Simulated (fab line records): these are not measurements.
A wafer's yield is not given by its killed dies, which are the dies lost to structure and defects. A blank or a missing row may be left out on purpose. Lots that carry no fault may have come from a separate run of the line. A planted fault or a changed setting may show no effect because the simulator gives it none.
Matching of chambers -- flow sfq_line -- cmp-01 running SFQ_TRILAYER_I7_CMP_CMP_184: 4 sister chambers
The step polishes SiO2. 8 wafers are shown with their chamber, then 8 later ones without.

WAFERS PAIRED WITH THEIR CHAMBERS
wafer,chamber,motor_current_A (A),time_to_endpoint_s (s)
L718.3,3,11.0,205
L719.2,2,10.6,208
L719.4,0,9.5,219
L719.5,1,10.9,222
L721.2,2,10.5,214
L721.4,0,9.3,225
L721.6,3,10.4,211
L722.1,1,10.7,223

WAFERS WHOSE CHAMBER IS MISSING
wafer,motor_current_A (A),time_to_endpoint_s (s)
L722.4,10.7,223
L722.3,9.1,223
L729.1,10.8,199
L729.2,9.5,210
L729.5,10.7,211
L730.1,10.9,221
L730.2,9.4,216
L730.5,9.9,218

CHAMBER TAKEN BY EACH
wafer,from the rows above,in truth
L722.4,1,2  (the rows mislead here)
L722.3,0,0
L729.1,can't be placed: 3 or 2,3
L729.2,can't be placed: 0 or 2 or 3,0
L729.5,can't be placed: 2 or 3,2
L730.1,1,1
L730.2,0,0
L730.5,can't be placed: 0 or 2 or 1 or 3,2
Correct placement for 3 of the 8. Can't be placed from these rows: 4 (the true chamber is among the candidates in 4). Placed wrongly: 1.
How it was worked out, from the rows above alone: a wafer's distance from a chamber is the root of the sum, over the readings, of the square of ((its reading less the chamber's mean) divided by the reading's scatter). If the next closest chamber is less than 2 further off than the closest, the wafer can't be placed; otherwise it belongs to the closest. A chamber's mean is the mean of its shown wafers. The scatter is the square root of a quotient: the sum, over the shown wafers, of each reading's squared deviation from its chamber's mean, divided by wafers minus chambers.
